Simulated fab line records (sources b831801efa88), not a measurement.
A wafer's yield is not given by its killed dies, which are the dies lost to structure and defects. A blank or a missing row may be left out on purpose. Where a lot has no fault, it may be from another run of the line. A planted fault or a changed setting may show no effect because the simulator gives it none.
fab line records	flow sky130
[record] lots = 10	wafers = 30	last_day = 52
route steps=708 shown NWELL@68 VT_ADJUST_HVTR@141 VT_ADJUST_PCH@152 SONOS_TUNNEL@161 PAD_OPEN@708
lots with no fault: from the same line, run without faults
start_h: the number of hours between the record's first day and the start of the first shown wafer of the lot	wait_h: hours from the lot's prior step to this one	" as in the row above	L1.1+2: a row that stands for several wafers	- no value, or no start given	* or withheld: withheld	< > ~ a bound
route shown NAME@n: names a module that has steps shown in the file, with the first one's number in the route	usual: mean and standard deviation over wafers with no fault	same: alike in all rows	chamber/n: place in a boat	sites: readings site by site	_std_site: standard deviation of those values	_edge_site: mean of outer sites minus mean of inner sites	radius_mm: how far each site lies from the wafer's centre	mask NAME#n: copy n	behind: the last tool/chamber to shape the wafer	hold: what put the lot on hold/how long, in hours/how the hold closed	device: whichever transistor did not switch (one of n, p or np)	end of line: at the end of the route, the tests of the same wafers	where a step has no rows: the recipe by itself	killed: at the first sort, the dies lost to defects and structure; wafer yield is something else	map: shows each die of a wafer: x if killed, . if not, _ if none is there
set.NAME: the run value of the setting; set.NAME@STEP: its run value at that earlier step	model.NAME: the simulator's own value behind a step, which no gauge read
one table for each step of the route and one row for each wafer, over a sample of lots
services: the hour from which a tool's chamber was out of use, counted from the record's first day as start_h (under 0 if before that day), plus the number of hours and why
[[steps]]
[step SKY_NWELL_TW_MEAS_15]
[usual] NWELL_TW = 1815/15
lot.wafer	tool	chamber	start_h	wait_h	NWELL_TW
L873.2	film_metro-01	-	109.23	0.1	1817
L873.4	"	-	"	"	1814
L873.5	"	-	"	"	1816
L874.1	film_metro-02	-	115.32	0.1	1793
L874.4	"	-	"	"	1795
L874.5	"	-	"	"	1799
L875.1	film_metro-02	-	120.98	0.1	1815
L875.2	"	-	"	"	1816
L875.6	"	-	"	"	1807
L882.1	film_metro-02	-	151.35	0.1	1801
L882.3	"	-	"	"	1802
L882.4	"	-	"	"	1800
L883.1	film_metro-01	-	154.32	0.1	1799
L883.4	"	-	"	"	1795
L883.6	"	-	"	"	1804
L885.1	film_metro-02	-	162.32	0.1	1808
L885.5	"	-	"	"	1803
L885.6	"	-	"	"	1805
L886.1	film_metro-03	-	165.12	0.1	1837
L886.3	"	-	"	"	1831
L886.6	"	-	"	"	1836
L887.2	film_metro-02	-	293.98	0.1	1802
L887.4	"	-	"	"	1807
L887.6	"	-	"	"	1800
L888.2	film_metro-03	-	294.43	0.1	1840
L888.4	"	-	"	"	1843
L888.6	"	-	"	"	1841
L891.2	film_metro-01	-	295.37	0.1	1799
L891.4	"	-	"	"	1810
L891.6	"	-	"	"	1808
[step SKY_NWELL_STRIP_25]
[recipe] chemistry = O2/N2	power_w = 1400	pressure_mtorr = 1500	platen_temp_c = withheld	o2_flow_sccm = 3000	n2_flow_sccm = 300	overash_fraction = 0.5
[usual] chamber_pressure_mTorr = 1500.0/1.4	drypump_motor_current_A = 5.79/0.3	n2_flow_sccm = 299.9/0.87	oes_product_au = 0.723/0.004	strip_time_to_endpoint_s = 36.93/0.077
lot.wafer	tool	chamber	start_h	wait_h	chamber_pressure_mTorr	drypump_motor_current_A	n2_flow_sccm	oes_product_au	rf_hours_counter_h	strip_time_to_endpoint_s
L873.2	plasma_asher-02	1	125.05	0.1	1498.4	6.02	300.5	0.721	44	36.78
L873.4	"	0	"	"	1498.1	5.96	300.8	0.723	-	36.84
L873.5	"	0	"	"	1499.3	5.96	300.4	0.716	-	36.87
L874.1	plasma_asher-01	1	131.23	0.1	1499.8	6.03	300.1	0.727	1	36.92
L874.4	"	1	"	"	1500.2	6.05	299.5	0.725	-	36.95
L874.5	"	1	"	"	1499.7	6.06	300.1	0.715	-	36.88
L875.1	plasma_asher-01	0	136.08	0.1	1498.3	5.22	299.1	0.726	2	36.83
L875.2	"	1	"	"	1501.6	6.05	301.5	0.721	2	36.93
L875.6	"	1	"	"	1500.7	6.05	301.3	0.726	-	36.83
L882.1	plasma_asher-04	0	163.85	0.1	1500.2	5.57	300.9	0.724	50	36.76
L882.3	"	1	"	"	1499.6	5.89	301.2	0.720	-	36.96
L882.4	"	0	"	"	1500.4	5.56	300.1	0.722	-	36.83
L883.1	plasma_asher-04	0	166.72	0.1	1501.1	5.54	300.2	0.727	50	36.91
L883.4	"	0	"	"	1501.1	5.55	300.8	0.721	-	36.99
L883.6	"	1	"	"	1503.3	5.86	299.3	0.728	-	36.91
L885.1	plasma_asher-01	0	173.87	0.1	1496.3	5.25	301.1	0.726	6	37.04
L885.5	"	0	"	"	1498.0	5.24	300.8	0.722	-	36.91
L885.6	"	1	"	"	1501.6	6.02	301.3	0.723	-	36.94
L886.1	plasma_asher-02	1	176.75	0.1	1498.7	5.96	299.9	0.717	49	37.01
L886.3	"	1	"	"	1499.4	5.98	299.1	0.719	-	36.93
L886.6	"	1	"	"	1501.1	5.99	298.9	0.721	-	36.94
L887.2	plasma_asher-01	0	318.35	0.1	1500.2	5.27	299.8	0.725	19	37.03
L887.4	"	1	"	"	1499.9	6.05	301.2	0.722	-	37.02
L887.6	"	1	"	"	1501.1	6.06	300.0	0.722	-	36.91
L888.2	plasma_asher-02	0	318.70	0.1	1500.2	5.96	298.8	0.720	62	36.92
L888.4	"	0	"	"	1500.8	5.97	300.2	0.725	-	37.04
L888.6	"	0	"	"	1500.8	5.98	300.1	0.720	-	36.98
L891.2	plasma_asher-02	1	320.00	0.1	1499.3	5.98	299.7	0.722	62	36.99
L891.4	"	0	"	"	1501.7	5.96	301.1	0.726	-	36.78
L891.6	"	1	"	"	1501.3	5.98	299.9	0.726	-	36.99
[step SKY_VT_ADJUST_HVTR_STRIP_10]
[recipe] chemistry = O2/N2	power_w = 1400	pressure_mtorr = 1500	platen_temp_c = withheld	o2_flow_sccm = 3000	n2_flow_sccm = 300	overash_fraction = 0.5
[usual] chamber_pressure_mTorr = 1499.9/1.3	drypump_motor_current_A = 5.8/0.32	n2_flow_sccm = 300.0/0.93	oes_product_au = 0.715/0.0047	strip_time_to_endpoint_s = 14.18/0.042
lot.wafer	tool	chamber	start_h	wait_h	chamber_pressure_mTorr	drypump_motor_current_A	n2_flow_sccm	oes_product_au	rf_hours_counter_h	strip_time_to_endpoint_s
L873.2	plasma_asher-04	0	188.19	0.1	-	-	-	-	-	-
L873.4	"	0	"	"	-	-	-	-	-	-
L873.5	"	1	"	"	-	-	-	-	-	-
L874.1	plasma_asher-01	1	190.47	0.1	-	-	-	-	-	-
L874.4	"	1	"	"	-	-	-	-	-	-
L874.5	"	1	"	"	-	-	-	-	-	-
L875.1	plasma_asher-02	0	200.99	0.1	1501.6	6.0	301.7	0.714	50	14.14
L875.2	"	1	"	"	1499.1	6.0	297.9	0.714	50	14.07
L875.6	"	0	"	"	1500.2	6.0	300.4	0.714	-	14.10
L882.1	plasma_asher-01	1	235.11	0.1	1500.0	6.0	301.0	0.719	11	14.14
L882.3	"	1	"	"	1499.3	6.1	299.7	0.711	-	14.14
L882.4	"	0	"	"	1499.6	5.2	299.4	0.711	-	14.13
L883.1	plasma_asher-02	1	239.29	0.1	1497.9	6.0	300.6	0.721	55	14.19
L883.4	"	0	"	"	1501.7	6.0	298.0	0.713	-	14.23
L883.6	"	0	"	"	1498.9	6.0	297.8	0.711	-	14.18
L885.1	plasma_asher-04	0	256.27	0.1	1498.5	5.5	299.2	0.711	58	14.15
L885.5	"	1	"	"	1499.1	5.9	301.8	0.716	-	14.11
L885.6	"	0	"	"	1501.8	5.5	299.3	0.708	-	14.14
L886.1	plasma_asher-01	0	258.47	0.1	1500.6	5.3	300.4	0.720	14	14.14
L886.3	"	0	"	"	1502.1	5.2	299.6	0.711	-	14.20
L886.6	"	0	"	"	1499.3	5.3	301.8	0.713	-	14.18
L887.2	plasma_asher-04	1	460.09	0.1	1500.0	5.9	298.2	0.708	79	14.13
L887.4	"	0	"	"	1501.2	5.6	298.4	0.715	-	14.12
L887.6	"	0	"	"	1499.2	5.6	299.4	0.708	-	14.15
L888.2	plasma_asher-01	1	460.24	0.1	1500.4	6.1	300.1	0.712	34	14.23
L888.4	"	1	"	"	1500.4	6.1	299.2	0.709	-	14.14
L888.6	"	1	"	"	1501.8	6.1	300.1	0.715	-	14.21
L891.2	plasma_asher-04	0	461.79	0.1	1498.9	5.6	300.5	0.718	79	14.20
L891.4	"	1	"	"	1499.2	5.9	298.4	0.715	-	14.23
L891.6	"	0	"	"	1499.5	5.6	300.7	0.713	-	14.23
[step SKY_VT_ADJUST_PCH_STRIP_09]
[recipe] chemistry = O2/N2	power_w = 1400	pressure_mtorr = 1500	platen_temp_c = withheld	o2_flow_sccm = 3000	n2_flow_sccm = 300	overash_fraction = 0.5
[usual] chamber_pressure_mTorr = 1499.9/1.3	drypump_motor_current_A = 5.92/0.17	n2_flow_sccm = 300.1/0.92	oes_product_au = 0.722/0.0046	strip_time_to_endpoint_s = 36.92/0.1
lot.wafer	tool	chamber	start_h	wait_h	chamber_pressure_mTorr	drypump_motor_current_A	n2_flow_sccm	oes_product_au	rf_hours_counter_h	strip_time_to_endpoint_s
L873.2	plasma_asher-02	1	209.29	0.1	1499.7	5.99	299.8	0.725	51	54.01
L873.4	"	1	"	"	1498.6	6.00	300.4	0.719	-	53.95
L873.5	"	1	"	"	1497.9	5.99	300.7	0.730	-	54.06
L874.1	plasma_asher-02	1	212.84	0.1	1500.1	5.99	300.3	0.732	52	53.81
L874.4	"	0	"	"	1500.4	5.98	299.7	0.722	-	53.73
L874.5	"	1	"	"	1499.0	5.99	301.7	0.726	-	53.76
L875.1	plasma_asher-02	0	218.45	0.1	1499.8	5.97	299.6	0.718	52	36.95
L875.2	"	1	"	"	1501.0	5.97	300.3	0.730	52	36.81
L875.6	"	1	"	"	1499.6	5.94	300.1	0.728	-	36.99
L882.1	plasma_asher-02	1	256.50	0.1	1500.0	5.99	300.2	0.714	56	36.76
L882.3	"	1	"	"	1500.2	5.97	300.3	0.715	-	36.79
L882.4	"	0	"	"	1500.4	5.97	301.0	0.720	-	36.78
L883.1	plasma_asher-03	1	260.35	0.1	1500.6	6.17	299.3	0.725	42	37.07
L883.4	"	1	"	"	1500.1	6.17	300.8	0.723	-	36.90
L883.6	"	1	"	"	1499.5	6.18	299.0	0.721	-	37.08
L885.1	plasma_asher-03	0	279.20	0.1	1500.6	5.85	299.0	0.730	44	36.91
L885.5	"	1	"	"	1501.8	6.13	300.0	0.714	-	36.82
L885.6	"	0	"	"	1498.2	5.85	301.1	0.727	-	36.80
L886.1	plasma_asher-04	1	282.19	0.1	1502.1	5.89	300.6	0.718	60	36.91
L886.3	"	1	"	"	1498.5	5.89	299.7	0.727	-	36.93
L886.6	"	1	"	"	1500.7	5.90	300.1	0.723	-	36.95
L887.2	plasma_asher-02	1	490.19	0.1	1501.0	5.98	300.1	0.729	6	36.91
L887.4	"	1	"	"	1499.5	5.96	300.4	0.720	-	36.82
L887.6	"	0	"	"	1499.4	5.98	299.2	0.715	-	36.92
L888.2	plasma_asher-04	1	490.50	0.1	1500.7	5.92	301.4	0.734	82	37.13
L888.4	"	0	"	"	1501.9	5.57	300.1	0.724	-	36.98
L888.6	"	0	"	"	1499.9	5.56	299.5	0.724	-	37.04
L891.2	plasma_asher-03	0	491.55	0.1	1502.2	5.83	299.7	0.726	65	36.93
L891.4	"	0	"	"	1498.9	5.85	299.0	0.724	-	36.88
L891.6	"	0	"	"	1500.7	5.84	300.9	0.714	-	36.93
[step SKY_VT_ADJUST_PCH_TW_MEAS_10]
[usual] VT_ADJUST_PCH_TW = 141.8/0.9
lot.wafer	tool	chamber	start_h	wait_h	hold	VT_ADJUST_PCH_TW
L873.2	film_metro-02	-	209.45	0.1	await_dispo/0.2h/release	29.8
L873.4	"	-	"	"	await_dispo/0.2h/release	29.8
L873.5	"	-	"	"	await_dispo/0.2h/release	29.8
L873.2	film_metro-02	-	209.68	0.2	-	29.9
L873.4	"	-	"	"	-	29.9
L873.5	"	-	"	"	-	29.7
L874.1	film_metro-01	-	212.94	0.1	await_dispo/0.2h/release	29.8
L874.4	"	-	"	"	await_dispo/0.2h/release	29.7
L874.5	"	-	"	"	await_dispo/0.2h/release	29.7
L874.1	film_metro-01	-	213.17	0.2	-	29.9
L874.4	"	-	"	"	-	29.7
L874.5	"	-	"	"	-	29.6
L875.1	film_metro-01	-	218.55	0.1	-	141.6
L875.2	"	-	"	"	-	141.2
L875.6	"	-	"	"	-	141.6
L882.1	film_metro-02	-	256.60	0.1	-	141.5
L882.3	"	-	"	"	-	142.0
L882.4	"	-	"	"	-	141.4
L883.1	film_metro-04	-	260.45	0.1	-	141.9
L883.4	"	-	"	"	-	141.0
L883.6	"	-	"	"	-	141.0
L885.1	film_metro-02	-	279.30	0.1	-	142.2
L885.5	"	-	"	"	-	142.9
L885.6	"	-	"	"	-	142.1
L886.1	film_metro-02	-	282.29	0.1	-	142.0
L886.3	"	-	"	"	-	142.2
L886.6	"	-	"	"	-	143.0
L887.2	film_metro-02	-	490.30	0.1	-	141.7
L887.4	"	-	"	"	-	142.0
L887.6	"	-	"	"	-	142.2
L888.2	film_metro-04	-	490.61	0.1	-	142.0
L888.4	"	-	"	"	-	140.7
L888.6	"	-	"	"	-	141.7
L891.2	film_metro-04	-	491.66	0.1	-	141.1
L891.4	"	-	"	"	-	142.1
L891.6	"	-	"	"	-	142.0
[step SKY_SONOS_TUNNEL_CD_MEAS_07]
[recipe] target_cd_nm = 410
[usual] cd_nm = 409.4/2.1
lot.wafer	tool	chamber	start_h	wait_h	cd_nm
L875.1	cd_sem-02	-	234.61	0.1	409.3
L875.2	"	-	"	"	409.4
L875.6	"	-	"	"	408.8
L882.1	cd_sem-01	-	279.59	0.1	407.6
L882.3	"	-	"	"	406.3
L882.4	"	-	"	"	406.6
L883.1	cd_sem-01	-	284.24	0.5	409.4
L883.4	"	-	"	"	405.9
L883.6	"	-	"	"	407.3
L885.1	cd_sem-02	-	303.41	0.1	409.6
L885.5	"	-	"	"	411.9
L885.6	"	-	"	"	406.8
L886.1	cd_sem-01	-	305.61	0.1	410.0
L886.3	"	-	"	"	411.4
L886.6	"	-	"	"	412.5
L887.2	cd_sem-01	-	520.78	0.1	408.1
L887.4	"	-	"	"	410.6
L887.6	"	-	"	"	409.9
L888.2	cd_sem-01	-	520.96	0.1	408.6
L888.4	"	-	"	"	409.2
L888.6	"	-	"	"	410.3
L891.2	cd_sem-02	-	521.26	0.1	412.9
L891.4	"	-	"	"	413.7
L891.6	"	-	"	"	413.5
[step SKY_PAD_OPEN_PROBE_99]
[usual] defect_limited_yield = 82.5/1.9	killed_at_M0_to_M3 = 43/7	killed_at_M4_up = 2.7/1.6	killed_at_contacts = 24/5.3	killed_at_front_end = 16/4.6	killed_at_other = 0.3/0.53	killed_dies = 86/9.3	killed_on_rim = 17/4	killed_open = 47/6.9	killed_short = 38/6.1	sort_bin_3_pad_short = 0.9/0.4	sort_bin_5_function = 10.3/1.4	sort_bin_6_memory = 6.3/1.1	sort_n_pass = 406/9.3	sort_yield_pct = 82.5/1.9
[same] gross_dies = 492	killed_at_back_side = 0	sort_bin_4_leakage[%] = 0	sort_bin_8_speed[%] = 0
lot.wafer	tool	chamber	start_h	wait_h	defect_limited_yield[%]	killed_at_M0_to_M3	killed_at_M4_up	killed_at_contacts	killed_at_front_end	killed_at_other	killed_dies	killed_on_rim	killed_open	killed_short	sort_bin_3_pad_short[%]	sort_bin_5_function[%]	sort_bin_6_memory[%]	sort_n_pass	sort_yield_pct[%]
L883.1	prober-01	-	1098.91	0.1	80.9	64	2	19	9	0	94	25	56	38	1.0	11.0	7.1	398	80.9
L883.4	prober-01	-	1099.06	0.2	80.7	41	3	39	12	0	95	14	56	39	0.6	10.6	8.1	397	80.7
L883.6	prober-01	-	1099.16	0.2	82.1	52	2	22	11	1	88	20	52	36	0.2	12.8	4.9	404	82.1
L885.1	prober-01	-	1113.46	0.1	80.3	47	3	29	17	1	97	22	53	44	1.8	12.2	5.7	395	80.3
L885.5	prober-01	-	1113.66	0.2	84.3	38	4	26	9	0	77	19	41	34	0.8	7.7	7.1	415	84.3
L885.6	prober-01	-	1113.71	0.2	85.8	41	3	18	8	0	70	10	34	36	0.6	7.9	5.7	422	85.8
L886.1	prober-02	-	1116.71	0.1	80.7	50	5	29	11	0	95	14	55	40	0.8	10.2	8.3	397	80.7
L886.3	prober-02	-	1116.81	0.2	81.7	50	2	20	18	0	90	12	61	29	0.6	11.8	5.9	402	81.7
L886.6	prober-02	-	1116.96	0.2	80.1	49	4	27	18	0	98	19	55	42	0	12.8	7.1	394	80.1
L887.2	prober-02	-	1240.67	0.1	82.7	43	3	24	15	0	85	16	58	27	0.6	9.3	7.3	407	82.7
L887.4	prober-02	-	1240.77	0.2	81.9	46	2	25	16	0	89	21	52	37	0.2	11.2	6.7	403	81.9
L887.6	prober-02	-	1240.87	0.2	81.9	41	3	24	20	1	89	20	50	39	0.6	10.4	7.1	403	81.9
L888.2	prober-02	-	1241.31	0.1	84.8	41	2	19	13	0	75	18	45	30	0.6	8.3	6.3	417	84.8
L888.4	prober-02	-	1241.41	0.2	82.9	39	1	30	13	1	84	26	47	34	0.4	10.4	6.3	408	82.9
L888.6	prober-02	-	1241.51	0.2	82.3	48	1	19	17	2	87	16	47	38	0.2	11.2	6.3	405	82.3
// killed by level:class
L883.1 VIA3:geometric_particle:open=12 VIA1:geometric_particle:open=12 CONTACT:geometric_particle:open=9 VIA1:geometric_particle:short=8 METAL1:geometric_particle:short=7 VIA2:geometric_particle:open=6 LI_CONTACT:geometric_particle:open=6 METAL3:geometric_particle:short=5
L883.4 CONTACT:geometric_particle:open=16 LI_CONTACT:geometric_particle:open=12 VIA3:geometric_particle:open=8 VIA2:geometric_particle:open=8 METAL2:geometric_particle:short=6 CONTACT:geometric_particle:short=5 VIA1:geometric_particle:open=5 LOCAL_INTERCONNECT:geometric_particle:short=4
L883.6 VIA1:geometric_particle:open=16 VIA3:geometric_particle:open=11 LI_CONTACT:geometric_particle:open=7 METAL1:geometric_particle:short=6 VIA1:geometric_particle:short=5 METAL2:geometric_particle:short=5 FIELD_ISO:geometric_particle:open=4 POLY_GATE:geometric_particle:open=4
L885.1 CONTACT:geometric_particle:open=11 VIA3:geometric_particle:open=9 LI_CONTACT:geometric_particle:open=7 METAL2:geometric_particle:short=7 VIA2:geometric_particle:open=7 FIELD_ISO:geometric_particle:short=6 VIA1:geometric_particle:open=6 CONTACT:geometric_particle:short=5
L885.5 LI_CONTACT:geometric_particle:open=7 VIA1:geometric_particle:open=6 CONTACT:geometric_particle:open=6 CONTACT:geometric_particle:short=6 VIA1:geometric_particle:short=6 VIA2:geometric_particle:open=6 METAL3:geometric_particle:short=5 VIA3:geometric_particle:short=4
L885.6 METAL2:geometric_particle:short=10 CONTACT:geometric_particle:open=9 VIA1:geometric_particle:open=7 VIA2:geometric_particle:open=7 POLY_GATE:geometric_particle:short=4 LI_CONTACT:geometric_particle:open=4 METAL1:geometric_particle:short=4 FIELD_ISO:geometric_particle:short=3
L886.1 VIA1:geometric_particle:open=12 CONTACT:geometric_particle:open=10 LI_CONTACT:geometric_particle:open=9 VIA2:geometric_particle:open=9 VIA3:geometric_particle:short=5 CONTACT:geometric_particle:short=5 METAL2:geometric_particle:short=5 VIA3:geometric_particle:open=4
L886.3 VIA1:geometric_particle:open=15 VIA2:geometric_particle:open=9 CONTACT:geometric_particle:open=8 LI_CONTACT:geometric_particle:open=7 VIA3:geometric_particle:open=6 FIELD_ISO:geometric_particle:short=5 POLY_GATE:geometric_particle:open=4 LOCAL_INTERCONNECT:geometric_particle:short=4
L886.6 VIA1:geometric_particle:open=14 CONTACT:geometric_particle:open=9 LI_CONTACT:geometric_particle:open=8 FIELD_ISO:geometric_particle:open=7 VIA1:geometric_particle:short=7 VIA2:geometric_particle:open=6 VIA3:geometric_particle:open=6 FIELD_ISO:geometric_particle:short=5
L887.2 VIA1:geometric_particle:open=22 LI_CONTACT:geometric_particle:open=10 CONTACT:geometric_particle:open=9 FIELD_ISO:geometric_particle:short=6 FIELD_ISO:geometric_particle:open=5 VIA3:geometric_particle:open=5 METAL2:geometric_particle:short=4 LOCAL_INTERCONNECT:geometric_particle:short=3
L887.4 VIA1:geometric_particle:open=14 LI_CONTACT:geometric_particle:open=8 VIA3:geometric_particle:open=8 CONTACT:geometric_particle:open=7 METAL2:geometric_particle:short=6 LI_CONTACT:geometric_particle:short=5 FIELD_ISO:geometric_particle:open=4 POLY_GATE:geometric_particle:short=4
L887.6 VIA1:geometric_particle:open=9 FIELD_ISO:geometric_particle:open=7 LI_CONTACT:geometric_particle:open=7 METAL1:geometric_particle:short=7 VIA2:geometric_particle:open=5 LOCAL_INTERCONNECT:geometric_particle:short=5 CONTACT:geometric_particle:open=5 POLY_GATE:geometric_particle:short=4
L888.2 VIA1:geometric_particle:open=10 VIA3:geometric_particle:open=7 LI_CONTACT:geometric_particle:open=6 CONTACT:geometric_particle:open=6 METAL1:geometric_particle:short=6 FIELD_ISO:geometric_particle:open=5 VIA2:geometric_particle:open=5 FIELD_ISO:geometric_particle:short=3
L888.4 LI_CONTACT:geometric_particle:open=16 VIA3:geometric_particle:open=13 VIA1:geometric_particle:open=6 CONTACT:geometric_particle:open=4 LI_CONTACT:geometric_particle:short=4 LOCAL_INTERCONNECT:geometric_particle:short=4 POLY_CUT:geometric_particle:short=3 VIA2:geometric_particle:short=3
L888.6 VIA3:geometric_particle:open=17 VIA1:geometric_particle:open=8 CONTACT:geometric_particle:open=7 VIA1:geometric_particle:short=6 METAL1:geometric_particle:short=5 FIELD_ISO:geometric_particle:short=4 FIELD_ISO:geometric_particle:open=4 LI_CONTACT:geometric_particle:open=4
[[services]]
tool	chamber	start_h	hours	kind
plasma_asher-01	-	108.75	9.0	pm
plasma_asher-01	0	108.75	9.0	vent_cycle
plasma_asher-01	1	108.75	9.0	vent_cycle
plasma_asher-01	-	110.54	3.3	repair
plasma_asher-01	0	117.75	-	clean
plasma_asher-01	1	117.75	-	clean
plasma_asher-01	-	192.31	1.9	repair
plasma_asher-04	-	228.94	2.8	pm
plasma_asher-03	-	277.60	1.3	repair
plasma_asher-01	-	289.19	3.2	repair
plasma_asher-02	-	297.63	0.9	repair
plasma_asher-01	-	309.74	2.8	pm
plasma_asher-01	-	325.94	1.8	repair
plasma_asher-02	-	337.01	1.3	repair
plasma_asher-02	-	352.14	0.8	repair
plasma_asher-03	-	390.26	0.9	repair
plasma_asher-03	-	397.59	0.5	repair
plasma_asher-01	-	397.89	1.1	repair
plasma_asher-02	-	421.25	9.0	pm
plasma_asher-02	0	421.25	9.0	vent_cycle
plasma_asher-02	1	421.25	9.0	vent_cycle
plasma_asher-02	0	430.25	-	clean
plasma_asher-02	1	430.25	-	clean
[[key]]
[first_sign] step = SKY_VT_ADJUST_HVTR_STRIP_10	reading = tool_record	direction = missing
[effect] step = SKY_VT_ADJUST_PCH_STRIP_09	reading = strip_time_to_endpoint_s	direction = up	sigmas = 99+	usual = *	struck = *
[effect] step = SKY_VT_ADJUST_PCH_TW_MEAS_10	reading = visit	direction = added
[effect] step = SKY_VT_ADJUST_PCH_TW_MEAS_10	reading = VT_ADJUST_PCH_TW	direction = down	sigmas = 99+	usual = 141.8	struck = 29.8
met_at SKY_VT_ADJUST_HVTR_STRIP_10
struck_lots L873,L874
scrapped_behind SKY_VT_ADJUST_PCH_TW_MEAS_10 L873.2,L873.4,L873.5,L874.1,L874.4,L874.5
not_acting_at SKY_NWELL_TW_MEAS_15,SKY_NWELL_STRIP_25,SKY_SONOS_TUNNEL_CD_MEAS_07
[fault] kind = skipped_step_whole	tool = plasma_asher-01,plasma_asher-04	chamber = -	onset_h = 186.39	steps = SKY_VT_ADJUST_HVTR_STRIP_10	scope = struck_lots_only
